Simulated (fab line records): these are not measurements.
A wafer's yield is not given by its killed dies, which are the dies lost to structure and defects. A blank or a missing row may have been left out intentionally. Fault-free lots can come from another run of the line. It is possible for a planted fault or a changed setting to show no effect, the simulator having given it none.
Matching of chambers :: flow sky130 :: SKY_LI_CONTACT_ETCH_15 on rie-diel-02 has 4 sister chambers
The step etches PSG in C4F8/O2/Ar, stops on Si, target depth 600 nm. 14 wafers are shown with their chamber, then 7 later ones without.

EACH WAFER AND ITS CHAMBER
wafer: L818.2
chamber: 1
oes-product-au (a.u.): 0.835

wafer: L818.3
chamber: 2
oes-product-au (a.u.): 0.828

wafer: L818.4
chamber: 3
oes-product-au (a.u.): 0.827

wafer: L821.1
chamber: 0
oes-product-au (a.u.): 0.833

wafer: L821.3
chamber: 3
oes-product-au (a.u.): 0.836

wafer: L821.6
chamber: 3
oes-product-au (a.u.): 0.847

wafer: L829.1
chamber: 3
oes-product-au (a.u.): 0.835

wafer: L829.3
chamber: 2
oes-product-au (a.u.): 0.838

wafer: L829.6
chamber: 3
oes-product-au (a.u.): 0.841

wafer: L830.2
chamber: 3
oes-product-au (a.u.): 0.837

wafer: L830.4
chamber: 2
oes-product-au (a.u.): 0.835

wafer: L830.6
chamber: 0
oes-product-au (a.u.): 0.842

wafer: L836.3
chamber: 1
oes-product-au (a.u.): 0.838

wafer: L836.4
chamber: 0
oes-product-au (a.u.): 0.837

SIGNATURES (means of the wafers above)
reading: oes-product-au
chamber 0: 0.83733
chamber 1: 0.83650
chamber 2: 0.83367
chamber 3: 0.83717
scatter within a chamber: 0.00565
Rule: a wafer lies at a distance from a chamber equal to the root of the sum of squares, over the readings, of (its reading less the chamber's mean, divided by the reading's scatter). If the next closest chamber is less than 2 further off than the closest, the wafer can't be placed; otherwise it belongs to the closest. How the scatter is found: for the shown wafers, subtract from each reading the mean of its chamber, square and add these, divide the total by (wafers less chambers), then take the root.

WAFERS WHOSE CHAMBER IS MISSING
wafer: L836.5
oes-product-au (a.u.): 0.838

wafer: L837.3
oes-product-au (a.u.): 0.838

wafer: L837.4
oes-product-au (a.u.): 0.841

wafer: L837.6
oes-product-au (a.u.): 0.833

wafer: L838.1
oes-product-au (a.u.): 0.837

wafer: L838.5
oes-product-au (a.u.): 0.834

wafer: L838.6
oes-product-au (a.u.): 0.847

EACH ONE'S CHAMBER
wafer: L836.5
from the rows above: can't be placed: 0 or 3 or 1 or 2
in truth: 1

wafer: L837.3
from the rows above: can't be placed: 0 or 3 or 1 or 2
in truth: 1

wafer: L837.4
from the rows above: can't be placed: 0 or 3 or 1 or 2
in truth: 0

wafer: L837.6
from the rows above: can't be placed: 2 or 1 or 3 or 0
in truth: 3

wafer: L838.1
from the rows above: can't be placed: 3 or 0 or 1 or 2
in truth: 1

wafer: L838.5
from the rows above: can't be placed: 2 or 1 or 3 or 0
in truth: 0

wafer: L838.6
from the rows above: can't be placed: 0 or 3 or 1 or 2
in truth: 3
0 of 7 placed correctly. From these rows, 7 cannot be placed; in 7 the true chamber is one of the candidates. Placed wrongly: 0.
